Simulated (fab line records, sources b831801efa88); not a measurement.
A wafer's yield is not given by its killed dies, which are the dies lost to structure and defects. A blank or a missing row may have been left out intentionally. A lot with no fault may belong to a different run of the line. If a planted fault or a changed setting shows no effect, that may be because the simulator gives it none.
fab line records -- flow sky130
record: lots: 6, wafers: 18, last_day: 50
route steps=708 shown LDD_HVN@274 LDD_HVP@278 LDD_LDN@289 PAD_OPEN@708
lots untouched by any fault: they come from a run of this same line in which no faults occurred
start_h: start of the lot's first displayed wafer, in hours after the record's first day -- wait_h: hours since the lot's step before -- " the same as in the row above -- L1.1+2: a row that stands for several wafers -- - no value present, or no start provided -- * or withheld: withheld -- < > ~ a bound
route shown NAME@n: names a module that has steps shown in the file, with the first one's number in the route -- usual: average and standard deviation across the fault-free wafers -- same: alike in all rows -- chamber/n: place in a boat -- sites: the reading at each site -- _std_site: how widely they spread, as a standard deviation -- _edge_site: inner sites' mean taken away from outer sites' mean -- radius_mm: for every site, how far away it sits from the centre of the wafer -- mask NAME#n: copy n -- behind: the tool/chamber that last shaped the wafer -- hold: reason for holding the lot/hours on hold/outcome of the hold -- device: names the non-switching transistor (n, p or np) -- end of line: tests run on the same wafers once the route is complete -- a step without rows: its recipe alone -- killed: the dies lost at the first sort to structure and to defects; this is not the yield of the wafer -- map: per-die view of a wafer (x killed, . not killed, _ where there is no die)
set.NAME: the setting the step ran with; set.NAME@STEP: the setting that earlier step ran with -- model.NAME: the simulator's own value behind a step, which no gauge read
lots at selected steps of the route; one table per step, one row per wafer
services: from which hour (start_h, from the record's first day; less than 0 if before it) a tool's chamber was out of use, for how many hours, and why
== steps ==
step: SKY_LDD_HVN_OVL_MEAS_07
usual: LDD_HVN_OVL: 0.3/1.3
lot.wafer,tool,chamber,start_h,wait_h,LDD_HVN_OVL[nm]
L609.2,overlay-01,-,456.78,0.1,-1.4
L609.3,overlay-01,-,456.78,0.1,-0.4
L609.4,overlay-01,-,456.78,0.1,-2.7
L619.2,overlay-01,-,555.30,0.1,-0.4
L619.3,overlay-01,-,555.30,0.1,-0.8
L619.5,overlay-01,-,555.30,0.1,0.7
L621.2,overlay-02,-,574.55,0.1,0.7
L621.5,overlay-02,-,574.55,0.1,2.3
L621.6,overlay-02,-,574.55,0.1,1.4
L624.1,overlay-01,-,590.74,0.1,-0.9
L624.4,overlay-01,-,590.74,0.1,-0.1
L624.6,overlay-01,-,590.74,0.1,0.1
L628.2,overlay-02,-,631.03,0.1,2.4
L628.4,overlay-02,-,631.03,0.1,0.7
L628.5,overlay-02,-,631.03,0.1,1.7
L632.1,overlay-01,-,662.77,0.1,1.5
L632.3,overlay-01,-,662.77,0.1,-0.1
L632.5,overlay-01,-,662.77,0.1,1.6
step: SKY_LDD_HVN_IMPLANT_08
recipe: species: P, energy_kev: 60, dose_cm2: 3e+13, tilt_deg: 40
step: SKY_LDD_HVN_STRIP_09
recipe: chemistry: O2/N2, power_w: 1400, pressure_mtorr: 1500, platen_temp_c: withheld, o2_flow_sccm: 3000, n2_flow_sccm: 300, overash_fraction: 0.5
usual: drypump_motor_current_A: 5.6/0.5, oes_product_au: 0.408/0.0048, strip_time_to_endpoint_s: 4.135/0.018
same: overash_fraction: 0.5
lot.wafer,tool,chamber,start_h,wait_h,drypump_motor_current_A,oes_product_au,rf_hours_counter_h,strip_time_to_endpoint_s
L609.2,plasma_asher-03,1,456.96,0.1,5.8,0.412,75,4.140
L609.3,plasma_asher-03,1,456.96,0.1,5.8,0.413,-,4.144
L609.4,plasma_asher-03,0,456.96,0.1,4.9,0.402,-,4.148
L619.2,plasma_asher-01,1,555.48,0.1,6.1,0.412,76,4.135
L619.3,plasma_asher-01,1,555.48,0.1,6.0,0.407,-,4.127
L619.5,plasma_asher-01,0,555.48,0.1,6.6,0.410,-,4.128
L621.2,plasma_asher-01,0,574.73,0.1,6.6,0.413,79,4.115
L621.5,plasma_asher-01,0,574.73,0.1,6.6,0.416,-,4.146
L621.6,plasma_asher-01,1,574.73,0.1,6.1,0.411,-,4.154
L624.1,plasma_asher-04,0,590.93,0.1,5.4,0.406,49,4.171
L624.4,plasma_asher-04,0,590.93,0.1,5.4,0.413,-,4.169
L624.6,plasma_asher-04,0,590.93,0.1,5.4,0.412,-,4.167
L628.2,plasma_asher-01,0,631.21,0.1,6.6,0.413,85,4.133
L628.4,plasma_asher-01,1,631.21,0.1,6.1,0.407,-,4.144
L628.5,plasma_asher-01,0,631.21,0.1,6.6,0.407,-,4.109
L632.1,plasma_asher-03,1,662.96,0.1,5.7,0.410,94,4.139
L632.3,plasma_asher-03,0,662.96,0.1,4.9,0.410,-,4.149
L632.5,plasma_asher-03,1,662.96,0.1,5.7,0.413,-,4.158
step: SKY_LDD_HVN_TW_MEAS_10
usual: LDD_HVN_TW: 1444/6.6
lot.wafer,tool,chamber,start_h,wait_h,LDD_HVN_TW
L609.2,film_metro-02,-,457.07,0.1,1435
L609.3,film_metro-02,-,457.07,0.1,1437
L609.4,film_metro-02,-,457.07,0.1,1442
L619.2,film_metro-01,-,555.59,0.1,1455
L619.3,film_metro-01,-,555.59,0.1,1453
L619.5,film_metro-01,-,555.59,0.1,1445
L621.2,film_metro-02,-,574.84,0.1,1442
L621.5,film_metro-02,-,574.84,0.1,1443
L621.6,film_metro-02,-,574.84,0.1,1453
L624.1,film_metro-04,-,591.06,0.1,1452
L624.4,film_metro-04,-,591.06,0.1,1443
L624.6,film_metro-04,-,591.06,0.1,1443
L628.2,film_metro-02,-,631.32,0.1,1449
L628.4,film_metro-02,-,631.32,0.1,1448
L628.5,film_metro-02,-,631.32,0.1,1438
L632.1,film_metro-02,-,663.06,0.1,1450
L632.3,film_metro-02,-,663.06,0.1,1438
L632.5,film_metro-02,-,663.06,0.1,1445
step: SKY_LDD_HVP_DEHYDRATE_00
recipe: temp_c: 200, time_s: 60
step: SKY_LDD_HVP_HMDS_01
recipe: prime_time_s: 60, prime_temp_c: 120
step: SKY_LDD_HVP_COAT_02
recipe: resist: NOVOLAK, spin_rpm: 3000, resist_thk_nm: 300
step: SKY_LDD_HVP_SOFTBAKE_03
recipe: temp_c: 90, time_s: 60, resist: NOVOLAK
step: SKY_LDD_HVP_EXPOSE_04
recipe: mask_id: HVPTM, na: 0.6, source_shape: conventional, sigma_outer: 0.6, polarization: unpolarized, target_cd_nm: 700, dose_mj: 86
step: SKY_LDD_HVP_PEB_05
recipe: temp_c: withheld, time_s: *, resist: NOVOLAK
step: SKY_LDD_HVP_DEVELOP_06
recipe: resist: NOVOLAK, developer: TMAH, develop_time_s: 60, dev_temp_c: 23
step: SKY_LDD_HVP_OVL_MEAS_07
usual: LDD_HVP_OVL: 0.3/1.4
lot.wafer,tool,chamber,start_h,wait_h,LDD_HVP_OVL[nm]
L609.2,overlay-01,-,488.10,0.1,-2.2
L609.3,overlay-01,-,488.10,0.1,-1.6
L609.4,overlay-01,-,488.10,0.1,-1.6
L619.2,overlay-01,-,585.56,0.1,0.7
L619.3,overlay-01,-,585.56,0.1,0.3
L619.5,overlay-01,-,585.56,0.1,-0.9
L621.2,overlay-02,-,603.83,0.1,1.6
L621.5,overlay-02,-,603.83,0.1,1.4
L621.6,overlay-02,-,603.83,0.1,0.1
L624.1,overlay-02,-,619.65,0.1,-0.3
L624.4,overlay-02,-,619.65,0.1,1.4
L624.6,overlay-02,-,619.65,0.1,-0.6
L628.2,overlay-02,-,659.71,0.1,-1.6
L628.4,overlay-02,-,659.71,0.1,-0.4
L628.5,overlay-02,-,659.71,0.1,-0.3
L632.1,overlay-02,-,691.74,0.1,-1.9
L632.3,overlay-02,-,691.74,0.1,-0.8
L632.5,overlay-02,-,691.74,0.1,-0.2
step: SKY_LDD_HVP_IMPLANT_08
recipe: species: B, energy_kev: 20, dose_cm2: 1.7e+13, tilt_deg: 17.9
usual: beam_on_s: 9.99/0.19, dose_ions_cm2: 1.6999e+13/1.7e+10, faraday_current_uA: 96.0/1.8
lot.wafer,tool,chamber,start_h,wait_h,beam_on_s,dose_ions_cm2,faraday_current_uA
L609.2,implanter-01,0,488.15,0.0,10.15,1.7013e+13,94.6
L609.3,implanter-01,0,488.15,0.0,9.80,1.7018e+13,97.7
L609.4,implanter-01,0,488.15,0.0,10.05,1.6983e+13,95.1
L619.2,implanter-03,0,585.61,0.0,9.79,7.847e+12,45.2
L619.3,implanter-03,0,585.61,0.0,10.09,7.829e+12,44.0
L619.5,implanter-03,0,585.61,0.0,10.23,7.843e+12,43.1
L621.2,implanter-03,0,603.88,0.0,10.14,7.877e+12,43.7
L621.5,implanter-03,0,603.88,0.0,10.35,7.874e+12,42.9
L621.6,implanter-03,0,603.88,0.0,10.02,7.86e+12,44.2
L624.1,implanter-01,0,619.69,0.0,9.98,1.6987e+13,96.1
L624.4,implanter-01,0,619.69,0.0,9.66,1.6997e+13,99.3
L624.6,implanter-01,0,619.69,0.0,9.88,1.6989e+13,97.2
L628.2,implanter-03,0,659.76,0.0,10.25,1.7009e+13,93.5
L628.4,implanter-03,0,659.76,0.0,9.75,1.6987e+13,98.0
L628.5,implanter-03,0,659.76,0.0,10.12,1.7012e+13,94.6
L632.1,implanter-01,0,691.78,0.0,9.82,1.6999e+13,97.3
L632.3,implanter-01,0,691.78,0.0,10.07,1.7002e+13,94.9
L632.5,implanter-01,0,691.78,0.0,9.93,1.7002e+13,96.6
step: SKY_LDD_HVP_STRIP_09
recipe: chemistry: O2/N2, power_w: 1400, pressure_mtorr: 1500, platen_temp_c: withheld, o2_flow_sccm: 3000, n2_flow_sccm: 300, overash_fraction: 0.5
usual: drypump_motor_current_A: 5.9/0.35, oes_product_au: 0.409/0.0047, strip_time_to_endpoint_s: 4.138/0.014
same: overash_fraction: 0.5
lot.wafer,tool,chamber,start_h,wait_h,drypump_motor_current_A,oes_product_au,rf_hours_counter_h,strip_time_to_endpoint_s
L609.2,plasma_asher-02,1,488.28,0.1,5.8,0.403,4,4.126
L609.3,plasma_asher-02,0,488.28,0.1,6.1,0.411,-,4.139
L609.4,plasma_asher-02,1,488.28,0.1,5.7,0.396,-,4.121
L619.2,plasma_asher-04,0,585.74,0.1,5.4,0.411,48,4.132
L619.3,plasma_asher-04,1,585.74,0.1,5.8,0.413,-,4.148
L619.5,plasma_asher-04,1,585.74,0.1,5.8,0.416,-,4.129
L621.2,plasma_asher-02,1,604.01,0.1,5.7,0.410,15,4.123
L621.5,plasma_asher-02,0,604.01,0.1,6.1,0.414,-,4.144
L621.6,plasma_asher-02,1,604.01,0.1,5.7,0.402,-,4.154
L624.1,plasma_asher-04,0,619.84,0.1,5.4,0.408,52,4.114
L624.4,plasma_asher-04,0,619.84,0.1,5.4,0.411,-,4.121
L624.6,plasma_asher-04,0,619.84,0.1,5.4,0.412,-,4.131
L628.2,plasma_asher-02,0,659.89,0.1,6.1,0.417,21,4.147
L628.4,plasma_asher-02,0,659.89,0.1,6.1,0.409,-,4.152
L628.5,plasma_asher-02,1,659.89,0.1,5.8,0.410,-,4.157
L632.1,plasma_asher-01,1,691.93,0.1,6.1,0.411,91,4.129
L632.3,plasma_asher-01,1,691.93,0.1,6.1,0.400,-,4.126
L632.5,plasma_asher-01,1,691.93,0.1,6.1,0.410,-,4.143
step: SKY_LDD_HVP_TW_MEAS_10
usual: LDD_HVP_TW: 458.4/2
lot.wafer,tool,chamber,start_h,wait_h,LDD_HVP_TW
L609.2,film_metro-01,-,488.39,0.1,455.3
L609.3,film_metro-01,-,488.39,0.1,454.9
L609.4,film_metro-01,-,488.39,0.1,452.8
L619.2,film_metro-04,-,585.85,0.1,364.8
L619.3,film_metro-04,-,585.85,0.1,364.2
L619.5,film_metro-04,-,585.85,0.1,364.5
L621.2,film_metro-03,-,604.12,0.1,362.9
L621.5,film_metro-03,-,604.12,0.1,364.2
L621.6,film_metro-03,-,604.12,0.1,363.4
L624.1,film_metro-01,-,619.94,0.1,461.2
L624.4,film_metro-01,-,619.94,0.1,459.4
L624.6,film_metro-01,-,619.94,0.1,457.3
L628.2,film_metro-03,-,660.00,0.1,457.6
L628.4,film_metro-03,-,660.00,0.1,457.9
L628.5,film_metro-03,-,660.00,0.1,459.3
L632.1,film_metro-01,-,692.03,0.1,461.9
L632.3,film_metro-01,-,692.03,0.1,459.6
L632.5,film_metro-01,-,692.03,0.1,457.1
step: SKY_LDD_LDN_DEHYDRATE_00
recipe: temp_c: 200, time_s: 60
step: SKY_PAD_OPEN_PROBE_99
usual: killed_at_M0_to_M3: 43/6.5, killed_at_M4_up: 3.2/1.8, killed_at_contacts: 24/5.2, killed_at_front_end: 15/4, killed_at_other: 0.4/0.69, killed_dies: 86/8.7, killed_open: 47/7, killed_short: 39/5.7
same: gross_dies: 492, killed_at_back_side: 0
lot.wafer,tool,chamber,start_h,wait_h,killed_at_M0_to_M3,killed_at_M4_up,killed_at_contacts,killed_at_front_end,killed_at_other,killed_dies,killed_open,killed_short,model.etest.tip_p_5v.rs_ohm_sq,model.etest.pfet_g5v0d10v5.r_on_ohm_um,model.etest.tip_p_5v.rs_ohm_sq_range,model.etest.pfet_g5v0d10v5.drive_ua_um,model.etest.ring_5v.delay_ps,model.etest.pfet_g5v0d10v5.off_log10_a_um,model.etest.pfet_g5v0d10v5.vt_sat_v
L609.2,prober-02,-,1073.67,0.1,27,2,28,11,1,69,39,29,2862,4776,125.6,339,44.57,-12.65,-0.6536
L609.3,prober-02,-,1073.72,0.2,36,1,32,15,0,84,37,47,2869,4797,92.57,337.3,44.52,-12.84,-0.6635
L609.4,prober-02,-,1073.77,0.2,41,2,28,14,1,86,47,39,2856,4858,102,333.6,45.38,-13.05,-0.6726
L619.2,prober-02,-,1135.19,0.1,49,4,24,15,1,93,58,35,5106,5049,150.7,317.7,45.98,-13.28,-0.6917
L619.3,prober-02,-,1135.24,0.2,42,4,22,21,0,89,49,40,5113,5080,136.7,319.6,45.59,-13.13,-0.6783
L619.5,prober-02,-,1135.34,0.2,43,2,39,11,0,95,53,42,5098,4999,265.8,322.9,45.14,-13.12,-0.6863
L621.2,prober-02,-,1146.32,0.1,46,1,13,21,0,81,42,38,5092,4977,235.2,322.7,44.99,-13.19,-0.6999
L621.5,prober-02,-,1146.47,0.2,38,7,24,18,0,87,44,43,5097,4916,238.8,324.7,44.81,-12.96,-0.6606
L621.6,prober-02,-,1146.52,0.2,42,2,22,14,1,81,50,31,5099,5064,129.9,317.3,45.38,-13.17,-0.7069
L624.1,prober-02,-,1155.11,0.1,50,3,23,17,1,94,47,47,2859,4693,58.77,346.9,44.27,-12.03,-0.5948
L624.4,prober-02,-,1155.26,0.2,27,3,16,21,0,67,32,35,2851,4730,63.98,340.4,44.42,-12.16,-0.6148
L624.6,prober-02,-,1155.36,0.2,41,4,29,19,0,93,41,52,2839,4690,93.02,345.2,44.57,-11.99,-0.5818
L628.2,prober-01,-,1182.37,0.1,40,4,24,23,0,91,48,43,2857,4815,81.7,340.8,44.92,-12.43,-0.6136
L628.4,prober-01,-,1182.47,0.2,31,2,32,22,0,87,43,44,2856,4739,61.53,347.5,44.39,-12.36,-0.6006
L628.5,prober-01,-,1182.52,0.2,35,0,36,8,0,79,49,30,2856,4802,82.78,340.6,44.8,-12.11,-0.5986
L632.1,prober-01,-,1198.26,0.1,45,3,21,13,0,82,38,44,2865,4796,51.01,338.3,44.89,-12.82,-0.6501
L632.3,prober-01,-,1198.36,0.2,50,5,21,18,0,94,50,44,2859,4716,96.12,347.3,44.74,-12.74,-0.6521
L632.5,prober-01,-,1198.46,0.2,38,5,20,18,0,81,44,37,2849,4767,83.13,343.7,44.66,-12.71,-0.6403
killed by level:class
L609.2 LI_CONTACT:geometric_particle:open=11 CONTACT:geometric_particle:open=7 FIELD_ISO:geometric_particle:short=5 VIA2:geometric_particle:open=5 METAL2:geometric_particle:short=5 FIELD_ISO:geometric_particle:open=4 LI_CONTACT:geometric_particle:short=4 METAL1:geometric_particle:short=4
L609.3 VIA1:geometric_particle:open=10 LI_CONTACT:geometric_particle:open=8 LOCAL_INTERCONNECT:geometric_particle:short=8 METAL1:geometric_particle:short=7 CONTACT:geometric_particle:open=6 FIELD_ISO:geometric_particle:short=5 FIELD_ISO:geometric_particle:open=5 LI_CONTACT:geometric_particle:short=5
L609.4 LI_CONTACT:geometric_particle:open=10 CONTACT:geometric_particle:open=8 VIA1:geometric_particle:open=7 VIA2:geometric_particle:open=7 CONTACT:geometric_particle:short=5 FIELD_ISO:geometric_particle:short=4 METAL1:geometric_particle:short=4 VIA1:geometric_particle:short=4
L619.2 VIA1:geometric_particle:open=10 CONTACT:geometric_particle:open=9 VIA2:geometric_particle:open=9 LI_CONTACT:geometric_particle:open=8 VIA3:geometric_particle:open=8 VIA2:geometric_particle:short=5 VIA1:geometric_particle:short=5 FIELD_ISO:geometric_particle:short=4
L619.3 CONTACT:geometric_particle:open=9 VIA2:geometric_particle:open=8 VIA1:geometric_particle:open=7 FIELD_ISO:geometric_particle:open=6 FIELD_ISO:geometric_particle:short=6 VIA1:geometric_particle:short=6 LOCAL_INTERCONNECT:geometric_particle:short=5 CONTACT:geometric_particle:short=4
L619.5 CONTACT:geometric_particle:open=15 LI_CONTACT:geometric_particle:open=9 LOCAL_INTERCONNECT:geometric_particle:short=8 VIA3:geometric_particle:open=7 VIA2:geometric_particle:open=7 VIA1:geometric_particle:open=7 CONTACT:geometric_particle:short=6 METAL3:geometric_particle:short=5
L621.2 METAL1:geometric_particle:short=10 VIA3:geometric_particle:open=10 FIELD_ISO:geometric_particle:open=6 VIA1:geometric_particle:open=6 METAL2:geometric_particle:short=5 POLY_GATE:geometric_particle:open=4 POLY_GATE:geometric_particle:short=4 LI_CONTACT:geometric_particle:open=4
L621.5 VIA1:geometric_particle:short=8 LI_CONTACT:geometric_particle:open=8 VIA1:geometric_particle:open=8 POLY_GATE:geometric_particle:short=7 VIA3:geometric_particle:open=6 METAL1:geometric_particle:short=5 CONTACT:geometric_particle:short=4 CONTACT:geometric_particle:open=4
L621.6 VIA1:geometric_particle:open=12 VIA3:geometric_particle:open=7 LOCAL_INTERCONNECT:geometric_particle:short=6 CONTACT:geometric_particle:open=6 VIA2:geometric_particle:open=6 POLY_GATE:geometric_particle:short=4 LI_CONTACT:geometric_particle:open=4 METAL1:geometric_particle:short=4
L624.1 VIA1:geometric_particle:open=16 METAL2:geometric_particle:short=8 LOCAL_INTERCONNECT:geometric_particle:short=7 CONTACT:geometric_particle:open=7 VIA3:geometric_particle:open=6 FIELD_ISO:geometric_particle:open=5 FIELD_ISO:geometric_particle:short=5 METAL1:geometric_particle:short=5
L624.4 LI_CONTACT:geometric_particle:open=8 FIELD_ISO:geometric_particle:open=6 FIELD_ISO:geometric_particle:short=6 METAL2:geometric_particle:short=5 POLY_GATE:geometric_particle:short=4 METAL1:geometric_particle:short=4 VIA3:geometric_particle:open=4 VIA2:geometric_particle:short=3
L624.6 CONTACT:geometric_particle:open=8 METAL1:geometric_particle:short=8 LOCAL_INTERCONNECT:geometric_particle:short=7 FIELD_ISO:geometric_particle:short=6 LI_CONTACT:geometric_particle:short=6 METAL2:geometric_particle:short=6 VIA2:geometric_particle:open=6 POLY_GATE:geometric_particle:short=5
L628.2 VIA1:geometric_particle:open=13 LI_CONTACT:geometric_particle:open=8 FIELD_ISO:geometric_particle:short=6 FIELD_ISO:geometric_particle:open=6 CONTACT:geometric_particle:open=6 VIA1:geometric_particle:short=6 POLY_GATE:geometric_particle:short=5 POLY_GATE:geometric_particle:open=5
L628.4 LI_CONTACT:geometric_particle:open=9 CONTACT:geometric_particle:open=9 FIELD_ISO:geometric_particle:short=8 METAL1:geometric_particle:short=6 VIA2:geometric_particle:open=6 LI_CONTACT:geometric_particle:short=5 LOCAL_INTERCONNECT:geometric_particle:short=5 VIA1:geometric_particle:short=5
L628.5 CONTACT:geometric_particle:open=15 CONTACT:geometric_particle:short=8 VIA2:geometric_particle:open=8 VIA3:geometric_particle:open=7 VIA1:geometric_particle:open=5 LI_CONTACT:geometric_particle:short=4 LI_CONTACT:geometric_particle:open=4 LOCAL_INTERCONNECT:geometric_particle:short=4
L632.1 VIA1:geometric_particle:open=9 METAL2:geometric_particle:short=9 METAL1:geometric_particle:short=8 CONTACT:geometric_particle:open=6 CONTACT:geometric_particle:short=6 FIELD_ISO:geometric_particle:open=5 POLY_GATE:geometric_particle:short=5 VIA3:geometric_particle:open=5
L632.3 VIA1:geometric_particle:open=15 CONTACT:geometric_particle:open=9 FIELD_ISO:geometric_particle:short=8 LI_CONTACT:geometric_particle:open=8 VIA1:geometric_particle:short=7 POLY_GATE:geometric_particle:open=5 METAL1:geometric_particle:short=5 METAL2:geometric_particle:short=5
L632.5 CONTACT:geometric_particle:open=9 VIA1:geometric_particle:open=9 METAL2:geometric_particle:short=8 VIA3:geometric_particle:open=8 FIELD_ISO:geometric_particle:open=5 POLY_GATE:geometric_particle:short=4 POLY_GATE:geometric_particle:open=4 CONTACT:geometric_particle:short=4
== services ==
tool,chamber,start_h,hours,kind
plasma_asher-02,-,439.19,14.6,pm
implanter-03,-,448.61,0.6,repair
implanter-03,-,485.75,3.5,repair
plasma_asher-01,-,495.47,7.8,pm
plasma_asher-01,-,536.00,0.5,repair
implanter-01,-,548.85,29.1,pm
plasma_asher-03,-,563.60,18.2,repair
plasma_asher-02,-,567.20,13.2,repair
plasma_asher-04,-,580.69,2.2,repair
plasma_asher-03,-,586.17,2.8,pm
plasma_asher-03,-,611.03,4.3,pm
implanter-03,-,615.19,15.5,pm
plasma_asher-01,-,637.79,3.7,repair
implanter-03,-,642.74,3.4,repair
implanter-01,-,644.54,2.3,pm
== key ==
first_sign: step: SKY_LDD_HVP_IMPLANT_08, reading: dose_ions_cm2, direction: down, sigmas: 99+, usual: *, struck: *
effect: step: SKY_LDD_HVP_IMPLANT_08, reading: faraday_current_uA, direction: down, sigmas: 28, usual: 96.0, struck: 43.9
effect: step: SKY_LDD_HVP_TW_MEAS_10, reading: LDD_HVP_TW, direction: down, sigmas: 47, usual: 458.4, struck: 364.0
model_effect: step: SKY_PAD_OPEN_PROBE_99, value: etest.tip_p_5v.rs_ohm_sq, without: 2871, struck: 5101
met_at SKY_LDD_HVP_IMPLANT_08
struck_wafers L619.2,L619.3,L619.5,L621.2,L621.5,L621.6
tester_left_out L619,L621
fault: kind: process_parameter_drift, tool: implanter-03, chamber: -, onset_h: 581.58, steps: SKY_LDD_HVP_IMPLANT_08, channel: dose_cm2, offset: *, shape: step, end_h: 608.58, acts_in: *, stated: *
tester_left_out: of these lots the tester's yield and bins aren't shown, on N5 and GAA mostly nor the transistor test; their killed dies are dies lost to structure and defects alone, not to doping, threshold or leakage, so they don't give the yield
